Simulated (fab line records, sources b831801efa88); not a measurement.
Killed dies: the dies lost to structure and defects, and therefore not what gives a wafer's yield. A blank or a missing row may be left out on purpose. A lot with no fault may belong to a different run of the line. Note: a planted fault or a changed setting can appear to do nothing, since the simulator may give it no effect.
Matching of chambers / flow sfq-line / 3 sister chambers for SFQ_TRILAYER_I3_DEP_PECVD_081 on pecvd-02
The step deposits SiO2 from SiH4/N2O, time 111.11 s, target thk 500 nm. 14 wafers are shown with their chamber, then 7 later ones without.

== WAFERS, EACH WITH ITS CHAMBER ==
wafer=L369.1; chamber=2; throttle-valve-pct (%)=23.7; heater-power-w (W)=79
wafer=L369.4; chamber=2; throttle-valve-pct (%)=23.8; heater-power-w (W)=83
wafer=L369.5; chamber=1; throttle-valve-pct (%)=26.0; heater-power-w (W)=51
wafer=L370.1; chamber=2; throttle-valve-pct (%)=23.6; heater-power-w (W)=77
wafer=L370.3; chamber=1; throttle-valve-pct (%)=26.3; heater-power-w (W)=49
wafer=L370.5; chamber=2; throttle-valve-pct (%)=23.6; heater-power-w (W)=80
wafer=L374.2; chamber=2; throttle-valve-pct (%)=23.8; heater-power-w (W)=86
wafer=L374.3; chamber=1; throttle-valve-pct (%)=27.0; heater-power-w (W)=49
wafer=L374.5; chamber=1; throttle-valve-pct (%)=26.9; heater-power-w (W)=51
wafer=L385.2; chamber=1; throttle-valve-pct (%)=27.0; heater-power-w (W)=57
wafer=L385.5; chamber=0; throttle-valve-pct (%)=24.5; heater-power-w (W)=74
wafer=L385.6; chamber=1; throttle-valve-pct (%)=27.2; heater-power-w (W)=57
wafer=L388.3; chamber=0; throttle-valve-pct (%)=24.8; heater-power-w (W)=87
wafer=L388.5; chamber=1; throttle-valve-pct (%)=27.3; heater-power-w (W)=56

SIGNATURES, as means of the wafers listed above
reading=throttle-valve-pct; chamber 0=24.650; chamber 1=26.814; chamber 2=23.700; scatter within a chamber=0.366
reading=heater-power-w; chamber 0=80.50; chamber 1=52.86; chamber 2=81.00; scatter within a chamber=4.42
Rule: a wafer lies at a distance from a chamber equal to the root of the sum of squares, over the readings, of (its reading less the chamber's mean, divided by the reading's scatter). If the next closest chamber is less than 2 further off than the closest, the wafer can't be placed; otherwise it belongs to the closest. How the scatter is found: for the shown wafers, subtract from each reading the mean of its chamber, square and add these, divide the total by (wafers less chambers), then take the root.

== WAFERS WITH NO CHAMBER GIVEN ==
wafer=L388.6; throttle-valve-pct (%)=24.4; heater-power-w (W)=70
wafer=L389.1; throttle-valve-pct (%)=27.3; heater-power-w (W)=56
wafer=L389.2; throttle-valve-pct (%)=24.9; heater-power-w (W)=76
wafer=L389.5; throttle-valve-pct (%)=24.6; heater-power-w (W)=81
wafer=L390.2; throttle-valve-pct (%)=27.1; heater-power-w (W)=50
wafer=L390.3; throttle-valve-pct (%)=24.5; heater-power-w (W)=85
wafer=L390.6; throttle-valve-pct (%)=27.5; heater-power-w (W)=52

== THE CHAMBER EACH PASSED THROUGH ==
wafer=L388.6; from the rows above=can't be placed: 0 or 2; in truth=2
wafer=L389.1; from the rows above=1; in truth=1
wafer=L389.2; from the rows above=0; in truth=0
wafer=L389.5; from the rows above=0; in truth=0
wafer=L390.2; from the rows above=1; in truth=1
wafer=L390.3; from the rows above=can't be placed: 0 or 2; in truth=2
wafer=L390.6; from the rows above=1; in truth=1
Placed correctly: 5 of 7. Can't be placed from these rows: 2 (the true chamber is among the candidates in 2). Wrongly placed: 0.
